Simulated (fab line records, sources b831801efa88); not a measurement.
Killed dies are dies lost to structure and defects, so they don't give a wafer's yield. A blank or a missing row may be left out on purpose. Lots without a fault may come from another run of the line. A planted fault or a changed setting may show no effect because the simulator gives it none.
fab line records | flow sky130
record lots=6 wafers=18 last_day=50
route steps=708 shown SD_P@328 RES_XHIGH@332 SD_N@342 SALICIDE@361 LI_CONTACT@362 PAD_OPEN@708
lots that met no fault: from a run of the same line without faults
start_h: hours from the record's first day to the start of the lot's first wafer shown | wait_h: hours since the lot's step before | " the same as in the row above | L1.1+2: a row that stands for several wafers | - no value, or no start given | * or withheld: withheld | < > ~ a bound
route shown NAME@n: a module of which the file shows steps, and the number in the route of the first | usual: mean/standard deviation of fault-free wafers | same: alike in all rows | chamber/n: place in a boat | sites: the reading at each site | _std_site: their standard deviation | _edge_site: outer sites' mean less inner sites' | radius_mm: how far each site lies from the wafer's centre | mask NAME#n: copy n | behind: the tool/chamber that last shaped the wafer | hold: why the lot was held/for how many hours/how that ended | device: the transistor (n, p or np) that didn't switch | end of line: the same wafers' tests at the end of the route | a step without rows: its recipe alone | killed: dies lost to structure and defects at the first sort, not the wafer's yield | map: a wafer's dies, x killed, . not, _ none there
set.NAME: the setting as run; set.NAME@STEP: as run at that earlier step | model.NAME: the simulator's own value behind a step, which no gauge read
lots at some steps of the route; a table a step, a row a wafer
services: from which hour (start_h, from the record's first day; less than 0 if before it) a tool's chamber was out of use, for how many hours, and why
## steps
# step SKY_SD_P_OVL_MEAS_08
# usual SD_P_OVL=0.1/1.5
# columns lot.wafer tool chamber start_h wait_h SD_P_OVL[nm]
L734.1 overlay-01 - 628.68 0.1 1.2
L734.3 " - " " -0.6
L734.4 " - " " 0.1
L738.2 overlay-01 - 671.18 0.1 0.0
L738.3 " - " " 0.1
L738.4 " - " " 0.2
L737.1 overlay-01 - 673.68 0.1 1.9
L737.2 " - " " 2.0
L737.4 " - " " 2.2
L744.2 overlay-01 - 708.18 0.1 0.3
L744.3 " - " " 1.8
L744.6 " - " " 1.4
L745.1 overlay-02 - 715.03 0.1 0.4
L745.2 " - " " 1.4
L745.5 " - " " 1.5
L753.2 overlay-01 - 770.38 0.1 1.5
L753.3 " - " " 2.3
L753.6 " - " " 0.2
# step SKY_SD_P_IMPLANT_09
# recipe species=BF2 energy_kev=20 dose_cm2=3e+15 tilt_deg=0
# step SKY_SD_P_STRIP_10
# recipe chemistry=O2/N2 power_w=1400 pressure_mtorr=1500 platen_temp_c=withheld o2_flow_sccm=3000 n2_flow_sccm=300 overash_fraction=0.5
# usual drypump_motor_current_A=5.7/0.31 oes_product_au=0.617/0.0046 strip_time_to_endpoint_s=17.51/0.052
# columns lot.wafer tool chamber start_h wait_h drypump_motor_current_A oes_product_au rf_hours_counter_h strip_time_to_endpoint_s
L734.1 plasma_asher-04 0 628.86 0.1 6.1 0.622 95 17.54
L734.3 " 1 " " 5.3 0.614 - 17.57
L734.4 " 0 " " 6.1 0.622 - 17.54
L738.2 plasma_asher-02 1 671.36 0.1 5.6 0.610 24 17.60
L738.3 " 1 " " 5.6 0.617 - 17.61
L738.4 " 0 " " 5.6 0.607 - 17.60
L737.1 plasma_asher-01 0 673.86 0.1 5.5 0.613 53 17.46
L737.2 " 1 " " 6.2 0.613 53 17.43
L737.4 " 1 " " 6.2 0.619 - 17.45
L744.2 plasma_asher-04 1 708.36 0.1 5.4 0.611 103 17.49
L744.3 " 0 " " 6.0 0.627 - 17.55
L744.6 " 0 " " 6.1 0.620 - 17.54
L745.1 plasma_asher-02 1 715.21 0.1 5.6 0.622 29 17.47
L745.2 " 0 " " 5.6 0.613 29 17.51
L745.5 " 0 " " 5.6 0.614 - 17.47
L753.2 plasma_asher-02 0 770.56 0.1 5.6 0.614 34 17.46
L753.3 " 1 " " 5.6 0.612 - 17.55
L753.6 " 0 " " 5.6 0.621 - 17.51
# step SKY_SD_P_TW_MEAS_11
# usual SD_P_TW=2835/19
# columns lot.wafer tool chamber start_h wait_h SD_P_TW
L734.1 film_metro-03 - 628.96 0.1 2822
L734.3 " - " " 2813
L734.4 " - " " 2825
L738.2 film_metro-04 - 671.47 0.1 2839
L738.3 " - " " 2827
L738.4 " - " " 2840
L737.1 film_metro-03 - 673.96 0.1 2823
L737.2 " - " " 2819
L737.4 " - " " 2802
L744.2 film_metro-01 - 708.47 0.1 2844
L744.3 " - " " 2859
L744.6 " - " " 2846
L745.1 film_metro-04 - 715.31 0.1 2840
L745.2 " - " " 2827
L745.5 " - " " 2837
L753.2 film_metro-01 - 770.67 0.1 2866
L753.3 " - " " 2848
L753.6 " - " " 2854
# step SKY_RES_XHIGH_DEHYDRATE_00
# recipe temp_c=200 time_s=60
# step SKY_RES_XHIGH_HMDS_01
# recipe prime_time_s=60 prime_temp_c=120
# step SKY_RES_XHIGH_COAT_02
# recipe resist=NOVOLAK spin_rpm=3058 resist_thk_nm=1140
# step SKY_RES_XHIGH_SOFTBAKE_03
# recipe temp_c=90 time_s=60 resist=NOVOLAK
# step SKY_RES_XHIGH_EXPOSE_04
# recipe mask_id=URPM na=0.6 source_shape=conventional sigma_outer=0.6 polarization=unpolarized target_cd_nm=1270 dose_mj=140
# step SKY_RES_XHIGH_PEB_05
# recipe temp_c=withheld time_s=* resist=NOVOLAK
# step SKY_RES_XHIGH_DEVELOP_06
# recipe resist=NOVOLAK developer=TMAH develop_time_s=60 dev_temp_c=23
# step SKY_RES_XHIGH_IMPLANT_07
# recipe species=BF2 energy_kev=20 dose_cm2=3.6e+14 tilt_deg=0
# step SKY_RES_XHIGH_STRIP_08
# recipe chemistry=O2/N2 power_w=1400 pressure_mtorr=1500 platen_temp_c=withheld o2_flow_sccm=3000 n2_flow_sccm=300 overash_fraction=0.5
# usual drypump_motor_current_A=6.0/0.38 oes_product_au=0.711/0.0049 strip_time_to_endpoint_s=14.15/0.043
# columns lot.wafer tool chamber start_h wait_h drypump_motor_current_A oes_product_au rf_hours_counter_h strip_time_to_endpoint_s
L734.1 plasma_asher-03 0 657.26 0.1 6.5 0.710 85 14.10
L734.3 " 0 " " 6.5 0.700 - 14.13
L734.4 " 1 " " 6.1 0.712 - 14.11
L738.2 plasma_asher-01 1 699.08 0.1 6.2 0.710 56 14.16
L738.3 " 1 " " 6.2 0.711 - 14.18
L738.4 " 0 " " 5.5 0.710 - 14.20
L737.1 plasma_asher-03 0 701.98 0.1 6.5 0.706 89 14.15
L737.2 " 1 " " 6.1 0.704 89 14.19
L737.4 " 0 " " 6.5 0.703 - 14.15
L744.2 plasma_asher-03 1 736.06 0.1 6.1 0.714 93 14.11
L744.3 " 0 " " 6.5 0.714 - 14.12
L744.6 " 0 " " 6.5 0.701 - 14.16
L745.1 plasma_asher-03 1 742.46 0.1 6.0 0.711 94 14.14
L745.2 " 0 " " 6.5 0.715 94 14.17
L745.5 " 1 " " 6.0 0.710 - 14.15
L753.2 plasma_asher-04 1 797.51 0.1 5.4 0.702 6 14.16
L753.3 " 0 " " 6.0 0.711 - 14.16
L753.6 " 0 " " 6.1 0.712 - 14.14
# step SKY_RES_XHIGH_TW_MEAS_09
# usual RES_XHIGH_TW=1647/10
# columns lot.wafer tool chamber start_h wait_h RES_XHIGH_TW
L734.1 film_metro-03 - 657.36 0.1 1633
L734.3 " - " " 1627
L734.4 " - " " 1638
L738.2 film_metro-04 - 699.19 0.1 1653
L738.3 " - " " 1653
L738.4 " - " " 1648
L737.1 film_metro-01 - 702.08 0.1 1655
L737.2 " - " " 1658
L737.4 " - " " 1665
L744.2 film_metro-01 - 736.17 0.1 1659
L744.3 " - " " 1668
L744.6 " - " " 1650
L745.1 film_metro-04 - 742.56 0.1 1643
L745.2 " - " " 1647
L745.5 " - " " 1641
L753.2 film_metro-01 - 797.62 0.1 1655
L753.3 " - " " 1645
L753.6 " - " " 1641
# step SKY_SD_N_DEHYDRATE_00
# recipe temp_c=200 time_s=60
# step SKY_SD_N_HMDS_01
# recipe prime_time_s=60 prime_temp_c=120
# step SKY_SD_N_COAT_02
# recipe resist=NOVOLAK spin_rpm=3000 resist_thk_nm=1140
# step SKY_SD_N_SOFTBAKE_03
# recipe temp_c=90 time_s=60 resist=NOVOLAK
# step SKY_SD_N_EXPOSE_04
# recipe mask_id=NSDM na=0.6 source_shape=conventional sigma_outer=0.6 polarization=unpolarized target_cd_nm=380 dose_mj=141
# step SKY_SD_N_PEB_05
# recipe temp_c=withheld time_s=* resist=NOVOLAK
# step SKY_SD_N_DEVELOP_06
# recipe resist=NOVOLAK developer=TMAH develop_time_s=60 dev_temp_c=23
# step SKY_SD_N_CD_MEAS_07
# recipe target_cd_nm=380
# usual cd_nm=380.8/2.5
# columns lot.wafer tool chamber start_h wait_h cd_nm
L734.1 cd_sem-01 - 684.86 0.1 384.7
L734.3 " - " " 383.0
L734.4 " - " " 382.3
L738.2 cd_sem-02 - 725.90 0.2 386.3
L738.3 " - " " 384.7
L738.4 " - " " 384.2
L737.1 cd_sem-02 - 729.72 0.1 378.2
L737.2 " - " " 377.7
L737.4 " - " " 379.8
L744.2 cd_sem-01 - 762.53 0.1 379.7
L744.3 " - " " 380.7
L744.6 " - " " 379.9
L745.1 cd_sem-02 - 769.53 0.1 379.7
L745.2 " - " " 379.6
L745.5 " - " " 381.6
L753.2 cd_sem-02 - 824.28 0.1 380.4
L753.3 " - " " 375.9
L753.6 " - " " 379.0
# step SKY_SD_N_OVL_MEAS_08
# usual SD_N_OVL=1.1/1.6
# columns lot.wafer tool chamber start_h wait_h SD_N_OVL[nm]
L734.1 overlay-01 - 684.98 0.1 3.2
L734.3 " - " " -0.1
L734.4 " - " " -0.2
L738.2 overlay-01 - 726.00 0.1 1.6
L738.3 " - " " 0.0
L738.4 " - " " 0.5
L737.1 overlay-01 - 729.84 0.1 -0.8
L737.2 " - " " -0.5
L737.4 " - " " -0.3
L744.2 overlay-02 - 762.63 0.1 -0.5
L744.3 " - " " -1.5
L744.6 " - " " 0.5
L745.1 overlay-01 - 769.65 0.1 0.4
L745.2 " - " " 1.4
L745.5 " - " " 1.0
L753.2 overlay-02 - 824.38 0.1 2.6
L753.3 " - " " 0.7
L753.6 " - " " 1.0
# step SKY_SD_N_IMPLANT_09
# recipe species=As energy_kev=50 dose_cm2=4e+15 tilt_deg=0
# step SKY_SD_N_IMPLANT_10
# recipe species=P energy_kev=20 dose_cm2=1e+14 tilt_deg=0
# step SKY_SD_N_STRIP_11
# recipe chemistry=O2/N2 power_w=1400 pressure_mtorr=1500 platen_temp_c=withheld o2_flow_sccm=3000 n2_flow_sccm=300 overash_fraction=0.5
# usual drypump_motor_current_A=6.0/0.36 oes_product_au=0.527/0.0043 strip_time_to_endpoint_s=22.53/0.036
# columns lot.wafer tool chamber start_h wait_h drypump_motor_current_A oes_product_au rf_hours_counter_h strip_time_to_endpoint_s
L734.1 plasma_asher-03 0 685.31 0.1 6.5 0.527 88 22.51
L734.3 " 0 " " 6.4 0.524 - 22.51
L734.4 " 1 " " 6.1 0.523 - 22.55
L738.2 plasma_asher-03 0 726.33 0.1 6.5 0.526 92 22.49
L738.3 " 1 " " 6.0 0.525 - 22.53
L738.4 " 0 " " 6.5 0.532 - 22.53
L737.1 plasma_asher-03 1 730.18 0.1 6.1 0.527 92 22.45
L737.2 " 0 " " 6.5 0.529 92 22.50
L737.4 " 0 " " 6.5 0.529 - 22.48
L744.2 plasma_asher-01 0 762.96 0.1 5.5 0.530 63 22.49
L744.3 " 0 " " 5.5 0.520 - 22.54
L744.6 " 1 " " 6.2 0.524 - 22.49
L745.1 plasma_asher-01 0 769.99 0.1 5.5 0.526 63 22.54
L745.2 " 1 " " 6.2 0.536 63 22.54
L745.5 " 1 " " 6.2 0.525 - 22.50
L753.2 plasma_asher-03 1 824.71 0.1 6.1 0.527 100 22.54
L753.3 " 1 " " 6.1 0.525 - 22.57
L753.6 " 1 " " 6.1 0.524 - 22.56
# step SKY_SD_N_TW_MEAS_12
# usual SD_N_TW=3992/26
# columns lot.wafer tool chamber start_h wait_h SD_N_TW
L734.1 film_metro-01 - 685.41 0.1 4037
L734.3 " - " " 4020
L734.4 " - " " 4027
L738.2 film_metro-03 - 726.44 0.1 3953
L738.3 " - " " 3965
L738.4 " - " " 3983
L737.1 film_metro-01 - 730.28 0.1 4048
L737.2 " - " " 4000
L737.4 " - " " 4014
L744.2 film_metro-01 - 763.07 0.1 4037
L744.3 " - " " 4017
L744.6 " - " " 4013
L745.1 film_metro-04 - 770.09 0.1 3986
L745.2 " - " " 3968
L745.5 " - " " 3981
L753.2 film_metro-01 - 824.82 0.1 3997
L753.3 " - " " 4011
L753.6 " - " " 4027
# step SKY_SD_N_CLEAN_13
# recipe chemistry=SC1/SC2 mix=1:4:20 temp_c=70 time_s=150 dry=n2_spin
# step SKY_SD_N_RTA_14
# recipe temp_c=1075 time_s=2 idle_temp_c=650 ramp_up_c_per_s=150 ramp_down_c_per_s=90 ambient=N2
# usual lamp_power_pct=15.74/0.052 ramp_up_c_per_s=150.00/0.025 wafer_temp_C_max=1078.3/1.4
# columns lot.wafer tool chamber start_h wait_h lamp_power_pct ramp_up_c_per_s wafer_temp_C_max
L734.1 rtp_anneal-01 0 685.52 0.0 15.77 149.98 1078.6
L734.3 " 0 " " 15.70 149.98 1077.9
L734.4 " 0 " " 15.65 150.00 1077.3
L738.2 rtp_anneal-02 0 726.55 0.0 15.79 150.04 1075.7
L738.3 " 0 " " 15.66 149.98 1079.8
L738.4 " 0 " " 15.71 149.98 1080.0
L737.1 rtp_anneal-01 0 730.39 0.0 15.73 150.02 1078.5
L737.2 " 0 " " 15.76 149.96 1080.4
L737.4 " 0 " " 15.70 150.01 1078.5
L744.2 rtp_anneal-01 0 763.19 0.0 15.75 150.02 1077.5
L744.3 " 0 " " 15.72 150.01 1080.2
L744.6 " 0 " " 15.69 149.99 1078.7
L745.1 rtp_anneal-02 0 770.20 0.0 15.73 150.00 1078.9
L745.2 " 0 " " 15.82 149.96 1076.3
L745.5 " 0 " " 15.73 150.02 1078.6
L753.2 rtp_anneal-02 0 824.94 0.0 15.70 149.99 1079.1
L753.3 " 0 " " 15.80 150.01 1077.8
L753.6 " 0 " " 15.83 149.97 1077.4
# step SKY_SD_N_RS_MEAS_16
# recipe thk_meas_gauge=four-point-probe
# usual SD_N_RS=68.61/0.1
# columns lot.wafer tool chamber start_h wait_h SD_N_RS[ohm/sq]
L734.1 film_metro-03 - 685.70 0.1 68.62
L734.3 " - " " 68.71
L734.4 " - " " 68.78
L738.2 film_metro-04 - 726.74 0.1 68.41
L738.3 " - " " 68.64
L738.4 " - " " 68.53
L737.1 film_metro-03 - 730.56 0.1 68.75
L737.2 " - " " 68.63
L737.4 " - " " 68.53
L744.2 film_metro-04 - 763.37 0.1 68.48
L744.3 " - " " 68.62
L744.6 " - " " 68.53
L745.1 film_metro-03 - 770.37 0.1 68.63
L745.2 " - " " 68.57
L745.5 " - " " 68.73
L753.2 film_metro-03 - 825.12 0.1 68.57
L753.3 " - " " 68.58
L753.6 " - " " 68.49
# step SKY_SD_N_RS_MEAS_17
# recipe thk_meas_gauge=four-point-probe
# usual SD_P_RS=147.2/0.34
# columns lot.wafer tool chamber start_h wait_h SD_P_RS[ohm/sq]
L734.1 film_metro-03 - 685.82 0.1 147.0
L734.3 " - " " 147.6
L734.4 " - " " 147.5
L738.2 film_metro-04 - 726.86 0.1 146.6
L738.3 " - " " 147.0
L738.4 " - " " 147.0
L737.1 film_metro-03 - 730.68 0.1 147.5
L737.2 " - " " 147.0
L737.4 " - " " 147.4
L744.2 film_metro-04 - 763.49 0.1 147.1
L744.3 " - " " 147.3
L744.6 " - " " 147.0
L745.1 film_metro-03 - 770.49 0.1 147.6
L745.2 " - " " 147.4
L745.5 " - " " 147.5
L753.2 film_metro-03 - 825.24 0.1 147.3
L753.3 " - " " 146.8
L753.6 " - " " 146.4
# step SKY_SD_N_RS_MEAS_18
# recipe thk_meas_gauge=four-point-probe
# usual RES_XHIGH_RS=333.3/1.2
# columns lot.wafer tool chamber start_h wait_h RES_XHIGH_RS[ohm/sq]
L734.1 film_metro-03 - 685.94 0.1 331.7
L734.3 " - " " 332.7
L734.4 " - " " 332.1
L738.2 film_metro-04 - 726.98 0.1 331.0
L738.3 " - " " 331.1
L738.4 " - " " 331.1
L737.1 film_metro-03 - 730.80 0.1 333.0
L737.2 " - " " 331.6
L737.4 " - " " 331.6
L744.2 film_metro-04 - 763.61 0.1 333.7
L744.3 " - " " 331.7
L744.6 " - " " 332.3
L745.1 film_metro-03 - 770.61 0.1 334.1
L745.2 " - " " 334.7
L745.5 " - " " 333.9
L753.2 film_metro-03 - 825.36 0.1 333.4
L753.3 " - " " 334.4
L753.6 " - " " 333.2
# step SKY_SALICIDE_CLEAN_00
# recipe chemistry=HF-last time_s=30 dilution=100:1 dry=ipa_marangoni
# step SKY_LI_CONTACT_HDPCVD_00
# recipe material=PSG target_thk_nm=930 sigma_open_frac=0.3 time_s=157.7 temp_c=600 sih4_flow_sccm=60 pressure_mtorr=6
# step SKY_LI_CONTACT_THK_MEAS_01
# recipe reads=PSG_of_LI_CONTACT_HDPCVD_00
# usual LI_CONTACT_HDPCVD_THK=946/11
# columns lot.wafer tool chamber start_h wait_h LI_CONTACT_HDPCVD_THK[nm]
L734.1 film_metro-03 - 686.18 0.1 952
L734.3 " - " " 932
L734.4 " - " " 952
L738.2 film_metro-03 - 727.21 0.1 944
L738.3 " - " " 947
L738.4 " - " " 952
L737.1 film_metro-04 - 731.04 0.1 928
L737.2 " - " " 925
L737.4 " - " " 941
L744.2 film_metro-03 - 763.84 0.1 939
L744.3 " - " " 953
L744.6 " - " " 948
L745.1 film_metro-03 - 770.85 0.1 970
L745.2 " - " " 954
L745.5 " - " " 946
L753.2 film_metro-01 - 825.59 0.1 936
L753.3 " - " " 951
L753.6 " - " " 946
# step SKY_LI_CONTACT_CMP_02
# recipe material=PSG down_force_psi=4 platen_rpm=60 pad_velocity_m_s=0.94248
# usual motor_current_A=12.1/1.1 time_to_endpoint_s=35/3.7
# columns lot.wafer tool chamber start_h wait_h motor_current_A time_to_endpoint_s
L734.3 cmp-01 0 686.29 0.1 11.7 36
L734.4 " 1 " " 13.7 32
L734.1 " 2 " " 10.4 40
L738.2 cmp-01 2 727.61 0.4 10.4 36
L738.3 " 3 " " 13.3 36
L738.4 " 1 " " 13.1 31
L737.2 cmp-01 1 731.15 0.1 13.1 28
L737.4 " 2 " " 10.7 36
L737.1 " 3 " " 13.6 35
L744.2 cmp-02 3 763.94 0.1 11.7 26
L744.3 " 1 " " 11.6 33
L744.6 " 3 " " 12.6 30
L745.1 cmp-02 1 770.91 0.1 11.8 40
L745.2 " 2 " " 12.6 31
L745.5 " 2 " " 12.8 31
L753.3 cmp-01 1 825.74 0.1 13.4 32
L753.2 " 2 " " 10.1 33
L753.6 " 3 " " 13.3 35
# step SKY_LI_CONTACT_BOW_MEAS_03
# recipe mode=bow
# usual LI_CONTACT_BOW=56/7.8
# columns lot.wafer tool chamber start_h wait_h LI_CONTACT_BOW[um]
L734.1 film_metro-04 - 686.54 0.1 57
L734.3 " - " " 64
L734.4 " - " " 60
L738.2 film_metro-04 - 727.93 0.3 75
L738.3 " - " " 65
L738.4 " - " " 57
L737.1 film_metro-03 - 731.40 0.1 51
L737.2 " - " " 63
L737.4 " - " " 61
L744.2 film_metro-01 - 764.21 0.2 52
L744.3 " - " " 51
L744.6 " - " " 64
L745.1 film_metro-03 - 771.21 0.2 45
L745.2 " - " " 59
L745.5 " - " " 46
L753.2 film_metro-01 - 826.00 0.2 59
L753.3 " - " " 62
L753.6 " - " " 51
# step SKY_LI_CONTACT_DEHYDRATE_04
# recipe temp_c=200 time_s=60
# step SKY_LI_CONTACT_HMDS_05
# recipe prime_time_s=60 prime_temp_c=120
# step SKY_LI_CONTACT_COAT_06
# recipe resist=BARC temp_c=withheld time_s=withheld spin_rpm=3000 resist_thk_nm=60
# step SKY_LI_CONTACT_COAT_07
# recipe resist=KrF-thick spin_rpm=3000 resist_thk_nm=450
# step SKY_PAD_OPEN_PROBE_99
# usual killed_at_M0_to_M3=44/6.8 killed_at_M4_up=3.1/1.8 killed_at_contacts=25/5.2 killed_at_front_end=15/4.1 killed_at_other=0.3/0.62 killed_dies=88/9.4 killed_on_rim=17/3.7 killed_open=48/7.1 killed_short=40/6.1
# same gross_dies=492 killed_at_back_side=0
# columns lot.wafer tool chamber start_h wait_h killed_at_M0_to_M3 killed_at_M4_up killed_at_contacts killed_at_front_end killed_at_other killed_dies killed_on_rim killed_open killed_short
L734.1 prober-02 - 1106.18 0.1 39 5 22 14 0 80 14 42 38
L734.3 prober-02 - 1106.28 0.2 50 4 28 14 0 96 20 60 36
L734.4 prober-02 - 1106.33 0.2 46 5 23 9 1 84 18 43 41
L738.2 prober-01 - 1132.38 0.1 66 3 17 17 1 104 23 59 45
L738.3 prober-01 - 1132.43 0.2 49 6 20 23 0 98 16 49 49
L738.4 prober-01 - 1132.48 0.2 43 5 21 21 0 90 25 48 42
L737.1 prober-02 - 1134.24 0.1 46 3 33 15 0 97 20 56 41
L737.2 prober-02 - 1134.29 0.1 43 1 33 11 0 88 12 51 37
L737.4 prober-02 - 1134.39 0.2 59 1 37 19 0 116 18 66 50
L744.2 prober-02 - 1158.03 0.1 39 1 25 10 44 119 26 38 37
L744.3 prober-02 - 1158.08 0.2 37 4 27 15 0 83 13 41 42
L744.6 prober-02 - 1158.23 0.2 26 3 24 25 1 79 12 35 44
L745.1 prober-01 - 1164.10 0.1 40 4 23 16 43 126 31 49 32
L745.2 prober-01 - 1164.15 0.1 50 4 25 24 1 104 22 57 46
L745.5 prober-01 - 1164.30 0.2 42 3 19 18 45 127 27 47 35
L753.2 prober-02 - 1197.95 0.1 37 6 26 22 0 91 17 41 49
L753.3 prober-02 - 1198.00 0.2 45 8 29 21 0 103 20 53 49
L753.6 prober-02 - 1198.15 0.2 47 7 26 20 0 100 20 61 39
# killed by level:class
L734.1 VIA1:geometric_particle:open=7 VIA3:geometric_particle:open=7 LI_CONTACT:geometric_particle:open=6 CONTACT:geometric_particle:short=6 LOCAL_INTERCONNECT:geometric_particle:short=6 VIA1:geometric_particle:short=6 METAL1:geometric_particle:short=5 METAL2:geometric_particle:short=5
L734.3 CONTACT:geometric_particle:open=12 VIA3:geometric_particle:open=11 VIA1:geometric_particle:open=10 VIA2:geometric_particle:open=10 VIA1:geometric_particle:short=8 FIELD_ISO:geometric_particle:short=5 LOCAL_INTERCONNECT:geometric_particle:short=5 FIELD_ISO:geometric_particle:open=4
L734.4 VIA1:geometric_particle:open=10 CONTACT:geometric_particle:open=8 METAL2:geometric_particle:short=7 LI_CONTACT:geometric_particle:open=6 METAL1:geometric_particle:short=6 METAL4:geometric_particle:short=5 VIA1:geometric_particle:short=5 VIA3:geometric_particle:open=5
L738.2 VIA1:geometric_particle:open=17 METAL1:geometric_particle:short=10 VIA3:geometric_particle:open=9 VIA2:geometric_particle:open=7 CONTACT:geometric_particle:open=6 POLY_GATE:geometric_particle:short=4 METAL2:geometric_particle:open=4 CONTACT:geometric_particle:short=4
L738.3 VIA1:geometric_particle:open=11 FIELD_ISO:geometric_particle:short=9 VIA3:geometric_particle:open=8 CONTACT:geometric_particle:open=7 METAL1:geometric_particle:short=7 VIA2:geometric_particle:open=6 VIA2:geometric_particle:short=6 FIELD_ISO:geometric_particle:open=5
L738.4 VIA1:geometric_particle:open=12 CONTACT:geometric_particle:open=8 VIA1:geometric_particle:short=6 VIA2:geometric_particle:open=6 POLY_GATE:geometric_particle:short=5 FIELD_ISO:geometric_particle:open=4 LI_CONTACT:geometric_particle:open=4 LOCAL_INTERCONNECT:geometric_particle:short=4
L737.1 CONTACT:geometric_particle:open=13 VIA1:geometric_particle:open=11 VIA2:geometric_particle:open=10 LI_CONTACT:geometric_particle:open=8 METAL2:geometric_particle:short=6 POLY_GATE:geometric_particle:open=5 VIA3:geometric_particle:open=5 FIELD_ISO:geometric_particle:short=4
L737.2 CONTACT:geometric_particle:open=14 VIA2:geometric_particle:open=9 LOCAL_INTERCONNECT:geometric_particle:short=7 VIA1:geometric_particle:open=7 VIA3:geometric_particle:open=6 CONTACT:geometric_particle:short=6 METAL1:geometric_particle:short=5 LI_CONTACT:geometric_particle:open=5
L737.4 CONTACT:geometric_particle:open=18 VIA1:geometric_particle:open=12 LI_CONTACT:geometric_particle:open=9 VIA3:geometric_particle:open=9 POLY_GATE:geometric_particle:short=7 VIA3:geometric_particle:short=7 VIA2:geometric_particle:open=6 METAL1:geometric_particle:short=6
L744.2 RES_XHIGH:unspecified=42 VIA1:geometric_particle:open=8 LI_CONTACT:geometric_particle:open=7 METAL1:geometric_particle:short=6 LI_CONTACT:geometric_particle:short=6 LOCAL_INTERCONNECT:geometric_particle:short=5 VIA3:geometric_particle:open=5 FIELD_ISO:geometric_particle:open=4
L744.3 CONTACT:geometric_particle:short=11 VIA2:geometric_particle:open=10 LI_CONTACT:geometric_particle:open=8 CONTACT:geometric_particle:open=5 VIA3:geometric_particle:open=5 METAL3:geometric_particle:short=5 POLY_GATE:geometric_particle:short=4 METAL1:geometric_particle:short=4
L744.6 FIELD_ISO:geometric_particle:short=8 VIA3:geometric_particle:open=6 POLY_GATE:geometric_particle:short=5 LI_CONTACT:geometric_particle:short=5 LOCAL_INTERCONNECT:geometric_particle:short=5 CONTACT:geometric_particle:open=5 METAL1:geometric_particle:short=5 FIELD_ISO:geometric_particle:open=4
L745.1 RES_XHIGH:unspecified=43 CONTACT:geometric_particle:open=9 VIA2:geometric_particle:open=8 METAL1:geometric_particle:short=8 VIA1:geometric_particle:open=8 LI_CONTACT:geometric_particle:open=7 POLY_GATE:geometric_particle:open=4 POLY_GATE:geometric_particle:short=4
L745.2 VIA1:geometric_particle:open=11 CONTACT:geometric_particle:open=9 VIA2:geometric_particle:open=9 FIELD_ISO:geometric_particle:open=8 VIA3:geometric_particle:open=7 METAL1:geometric_particle:short=6 FIELD_ISO:geometric_particle:short=5 LI_CONTACT:geometric_particle:open=5
L745.5 RES_XHIGH:unspecified=45 VIA1:geometric_particle:open=13 VIA2:geometric_particle:open=9 FIELD_ISO:geometric_particle:short=7 VIA3:geometric_particle:open=7 LI_CONTACT:geometric_particle:open=4 LI_CONTACT:geometric_particle:short=4 VIA1:geometric_particle:short=4
L753.2 VIA1:geometric_particle:open=12 CONTACT:geometric_particle:open=8 SPACER:geometric_particle:short=6 LI_CONTACT:geometric_particle:open=6 FIELD_ISO:geometric_particle:short=5 LI_CONTACT:geometric_particle:short=5 METAL2:geometric_particle:short=5 METAL4:geometric_particle:short=5
L753.3 VIA1:geometric_particle:open=16 CONTACT:geometric_particle:open=8 POLY_GATE:geometric_particle:short=6 LOCAL_INTERCONNECT:geometric_particle:short=6 LI_CONTACT:geometric_particle:open=5 METAL4:geometric_particle:short=5 FIELD_ISO:geometric_particle:open=4 LI_CONTACT:geometric_particle:short=4
L753.6 VIA1:geometric_particle:open=15 CONTACT:geometric_particle:open=9 LI_CONTACT:geometric_particle:open=8 VIA2:geometric_particle:open=8 METAL2:geometric_particle:short=6 POLY_GATE:geometric_particle:open=5 METAL4:geometric_particle:short=5 POLY_GATE:geometric_particle:short=4
# map L744.2 (x killed, . not)
__________.x....x..._________
________....x.....x..._______
______.x.x..x......x...._____
_____...xx.x...x..x......____
____....x..x.x...x.......x___
___x............x..xx......__
__.x....x......x.......x...._
_.......x.........x......x...
_..xxx.............x.........
_x..............xx...........
_.x.x...x..x........x...x...x
_...x..x...x...x..........x..
_.x..x.x................x...x
_.........x....x.....xx......
_...........x.......x........
__x.........x....xx..xx....._
___.....x..x..x.x..xx.xx...__
____....x...x...xxxxxxx.xx___
_____xx.....x.x.xxxxxxxx.____
______.......x.xxxxxxxxx_____
________.....xx.xxxxxx_______
__________....x.xxxx_________
# map L745.5 (x killed, . not)
__________.x.....x.._________
________.....x..x....._______
______........x.....x..x_____
_____..........x.x.x.x...____
____............x..xx..x.x___
___..x.....................__
__x....x............x......._
_x.......x.x.x.x.....x..x.x.x
_........x....x........x...xx
_............x.........x.....
_.......x.x.xx.....x........x
_...x......xxx.x.......x.....
_..........x...............xx
_.......x...xx..x.xxx.....xx.
_..x...x..x.......x.....x...x
__.........x..xx......xx...._
___..x...x....xx.xxxx..x...__
____.x..xx......xxxxxxxxx.___
_____...x.x....xxxxxxxxxx____
______.........xxxxxxxxx_____
________.x...x.xxxxxxx_______
__________x.....xxxx_________
## services
# columns tool chamber start_h hours kind
cmp-02 - 625.70 5.8 pm
cmp-02 - 671.84 0.8 repair
cmp-01 - 673.90 6.7 repair
cmp-02 - 674.67 2.6 repair
cmp-02 - 677.73 74.2 repair
cmp-01 - 678.71 1.3 repair
cmp-02 - 712.73 1.7 repair
plasma_asher-02 - 722.65 2.8 pm
plasma_asher-04 - 733.75 9.0 pm
plasma_asher-04 0 733.75 9.0 vent_cycle
plasma_asher-04 1 733.75 9.0 vent_cycle
plasma_asher-04 0 742.75 - clean
plasma_asher-04 1 742.75 - clean
cmp-01 - 744.99 4.0 pm
cmp-01 - 748.99 - consumable_replace:conditioner
cmp-01 - 748.99 - consumable_replace:pad
plasma_asher-01 - 752.02 2.7 repair
plasma_asher-03 - 759.75 3.0 repair
cmp-01 - 762.83 2.1 repair
plasma_asher-03 - 786.92 8.3 repair
cmp-01 - 819.02 3.5 pm
## key
first_sign step=SKY_PAD_OPEN_PROBE_99 reading=killed_at_other direction=up sigmas=44 usual=0.3 struck=44
effect step=SKY_PAD_OPEN_PROBE_99 reading=killed_dies direction=up sigmas=3.9 usual=88 struck=124
met_at SKY_RES_XHIGH_STRIP_08
struck_wafers L744.2,L745.1,L745.5
tester_left_out L744,L745
onset_between 701.98 736.06
fault kind=chamber_particle_source tool=plasma_asher-03 chamber=1 onset_h=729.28 steps=SKY_RES_XHIGH_STRIP_08 rate_per_visit_cm2=1.629 end_h=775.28
# tester_left_out: of these lots the tester's yield and bins aren't shown, on N5 and GAA mostly nor the transistor test; their killed dies are dies lost to structure and defects alone, not to doping, threshold or leakage, so they don't give the yield
